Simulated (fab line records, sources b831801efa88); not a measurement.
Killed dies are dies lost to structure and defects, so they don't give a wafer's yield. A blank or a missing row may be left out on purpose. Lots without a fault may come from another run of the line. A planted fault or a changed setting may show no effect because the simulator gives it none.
Which tool did it? | flow sky130 | 10 lots, 30 wafers sampled, at 5 steps of a route of 708

WHAT THE GAUGES READ, wafer by wafer
SKY_SD_N_RS_MEAS_16: measures by four-point-probe.
lot  | measured     | on            | SD_N_RS (ohm/sq)
L867 | day 28 05:13 | film_metro-01 | 68.51 68.78 68.43
L869 | day 28 18:25 | film_metro-03 | 68.73 68.67 68.64
L870 | day 29 00:03 | film_metro-01 | 68.69 68.65 68.68
L873 | day 30 01:16 | film_metro-01 | 68.56 68.65 68.57
L874 | day 30 10:29 | film_metro-03 | 68.63 68.76 68.65
L876 | day 31 03:16 | film_metro-01 | 68.34 68.52 68.33
L879 | day 32 03:46 | film_metro-02 | 68.37 68.19 68.35
L880 | day 32 11:44 | film_metro-02 | 68.31 68.38 68.36
L885 | day 34 01:35 | film_metro-01 | 66.82 66.87 67.13
L886 | day 34 03:57 | film_metro-03 | 66.76 67.12 66.95

WHICH TOOL RAN EACH LOT (tool, then ch and the chambers of the sampled wafers, then the start)
lot  | SKY_LDD_N_STRIP_16                   | SKY_LDD_P_STRIP_10                   | SKY_SD_N_IMPLANT_09             | SKY_SD_N_STRIP_11
L867 | plasma_asher-04 ch 0,1, day 18 02:30 | plasma_asher-03 ch 0,1, day 19 08:37 | implanter-01 ch 0, day 28 04:29 | plasma_asher-01 ch 0,1, day 28 04:46
L869 | plasma_asher-02 ch 0,1, day 18 15:56 | plasma_asher-03 ch 0,1, day 19 22:22 | implanter-02 ch 0, day 28 17:44 | plasma_asher-01 ch 0,1, day 28 18:02
L870 | plasma_asher-01 ch 0,1, day 18 22:44 | plasma_asher-02 ch 0,1, day 20 06:07 | implanter-01 ch 0, day 28 23:22 | plasma_asher-02 ch 0,1, day 28 23:40
L873 | plasma_asher-02 ch 0,1, day 20 01:16 | plasma_asher-03 ch 0,1, day 21 08:29 | implanter-04 ch 0, day 30 00:32 | plasma_asher-01 ch 0,1, day 30 00:48
L874 | plasma_asher-04 ch 0,1, day 20 12:32 | plasma_asher-04 ch 0,1, day 21 18:41 | implanter-04 ch 0, day 30 09:47 | plasma_asher-01 ch 0,1, day 30 10:04
L876 | plasma_asher-01 ch 0,1, day 21 08:26 | plasma_asher-04 ch 0,1, day 22 15:19 | implanter-02 ch 0, day 31 02:35 | plasma_asher-01 ch 0,1, day 31 02:53
L879 | plasma_asher-04 ch 0,1, day 22 05:59 | plasma_asher-02 ch 0,1, day 23 11:58 | implanter-04 ch 0, day 32 03:05 | plasma_asher-01 ch 0,1, day 32 03:22
L880 | plasma_asher-04 ch 0,1, day 22 17:21 | plasma_asher-04 ch 1, day 23 23:01   | implanter-01 ch 0, day 32 11:03 | plasma_asher-01 ch 0,1, day 32 11:20
L885 | plasma_asher-01 ch 0,1, day 24 12:40 | plasma_asher-03 ch 0,1, day 25 17:32 | implanter-01 ch 0, day 34 00:54 | plasma_asher-04 ch 0,1, day 34 01:12
L886 | plasma_asher-04 ch 0,1, day 24 15:26 | plasma_asher-03 ch 0,1, day 25 21:34 | implanter-01 ch 0, day 34 03:16 | plasma_asher-01 ch 0,1, day 34 03:34
- SKY_LDD_N_STRIP_16: strips in O2/N2.
- SKY_LDD_P_STRIP_10: strips in O2/N2.
- SKY_SD_N_IMPLANT_09
- SKY_SD_N_STRIP_11: strips in O2/N2.

THE ANSWER, worked out from the rows above alone
Rule: what is usual is taken from the lots themselves. Put in order of their means at a reading, lots are off if they are a third of the lots or fewer, leave a main group of 4 or more, and stand apart from it by a gap of 3 or more times the standard deviation of the main group's means; of several such gaps the widest counts. A main group whose means are all the same, to the digits that the tables above print for the reading, isn't used. A lot without any number at a reading at which 4 lots or more have one is off too. The other lots that the step has rows for count as sound.
Off: L885, L886, at SKY_SD_N_RS_MEAS_16 (SD_N_RS). The main group: mean 68.53 ohm/sq, standard deviation 0.15.
A tool fits if, at a process step before that reading, it ran every lot that is off, and no sound lot after the first of them. The gauges at SKY_SD_N_RS_MEAS_16 are tried like those tools. Can't be told from this: 2 tools fit, plasma_asher-03 at SKY_LDD_P_STRIP_10, implanter-01 at SKY_SD_N_IMPLANT_09.

WHAT THE SIMULATOR HAD PUT IN
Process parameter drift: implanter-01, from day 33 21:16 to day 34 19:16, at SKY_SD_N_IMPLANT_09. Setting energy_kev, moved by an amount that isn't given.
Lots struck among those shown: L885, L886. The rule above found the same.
